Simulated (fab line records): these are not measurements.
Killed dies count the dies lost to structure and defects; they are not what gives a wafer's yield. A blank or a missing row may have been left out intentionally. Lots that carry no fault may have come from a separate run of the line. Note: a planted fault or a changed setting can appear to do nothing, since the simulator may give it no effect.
Code-filled problem report in 8D (eight disciplines) form | flow sky130 | the parts of the form that need people (team, actions taken, sign-off) are left out

1. THE ISSUE
Across 4 wafers from 3 lots, FIELD_ISO_CVD_24_THK at SKY_FIELD_ISO_THK_MEAS_25 averages 274 nm, while fault-free wafers read 596 nm with a standard deviation of 4.3. That is -75 standard deviations from the usual mean.
First seen on wafer L552.4, day 5 09:16, on filmMetro-03. At this step, 33 wafers from 12 lots have a number in the record. By rule, "out" or "out of limits" means more than 4 standard deviations away from the usual mean. The other wafers with a number count as sound.

2. WHAT IT IS; WHAT IT IS NOT
question                    | is                                       | is not
which readings at this step | FIELD_ISO_CVD_24_THK                     | -
which lots                  | L552, L553, L554                         | L538, L539, L540, L542, L543, L544, L545, L546, L559
which wafers of those lots  | L552.4, L552.5, L553.5, L554.5           | L553.6, L554.3
read on which gauges        | filmMetro-01, filmMetro-02, filmMetro-03 | -
when                        | from day 5 09:16                         | up to then (24 sound wafers); but 5 sound wafers of L553, L554, L559 came after

3. WHAT RULES OUT EACH SUSPECT
Counting: if a tool at a process step up to the reading ran every lot that is out, it stays a suspect. Sound lots after the first of them don't rule it out here, since some wafers of a struck lot are sound.
- the gauge at SKY_FIELD_ISO_THK_MEAS_25 has been ruled out. Those wafers that are out were read across 3 gauges (filmMetro-01, filmMetro-02, filmMetro-03).
- hdpcvd-01 at SKY_FIELD_ISO_CVD_24 (deposits SiO2, target thk 595 nm, time 99.2 s): kept. It processed each lot that is out (first: L552, day 5 09:11); up to then, its last sound lot is L546 (day 4 02:31).
Left after counting: hdpcvd-01 at SKY_FIELD_ISO_CVD_24.

4. THE CAUSE (what the simulator had put in)
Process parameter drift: hdpcvd-01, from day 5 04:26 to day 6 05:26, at SKY_FIELD_ISO_CVD_24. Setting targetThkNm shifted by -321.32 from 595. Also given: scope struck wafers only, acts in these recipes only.
After counting, this tool was the only one left.

5. THE CHAIN OF EFFECTS, in route order
Each row: a reading where the mean over the struck wafers with a number is more than 3 standard deviations away from the usual. Scope: only readings with a usual standard deviation given in the record; hours: median across lots of the time from each lot's start at the first step in this table that gives one to its start at this step; sigmas: change in usual standard deviations.
hours | step                      | reading              | usual  | on struck wafers | change | sigmas
0     | SKY_FIELD_ISO_THK_MEAS_25 | FIELD_ISO_CVD_24_THK | 596 nm | 274              | -322   | -75
3     | SKY_FIELD_ISO_CMP_27      | timeToEndpointS      | 115 s  | 51               | -64    | -17
1048  | SKY_PAD_OPEN_PROBE_99     | killedAtFrontEnd     | 16     | 430              | +414   | +92
1048  | SKY_PAD_OPEN_PROBE_99     | killedDies           | 87     | 492              | +405   | +41
1048  | SKY_PAD_OPEN_PROBE_99     | killedOnRim          | 17     | 96               | +79    | +21
The process steps in it:
- SKY_FIELD_ISO_CMP_27: polishes, stops on Si3N4, t overpolish 16 s, target thk 457.8 nm.
- SKY_PAD_OPEN_PROBE_99

6. WHAT WOULD HAVE CAUGHT IT SOONER
The first out-of-limits reading at a measuring or inspecting step in this record came at day 5 09:16, 5 hours after the fault's start at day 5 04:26.
Lots out: 3; of these, L553, L554 started SKY_FIELD_ISO_CVD_24 on hdpcvd-01 after day 5 09:16. A hold on the tool at that time would have spared those 2.
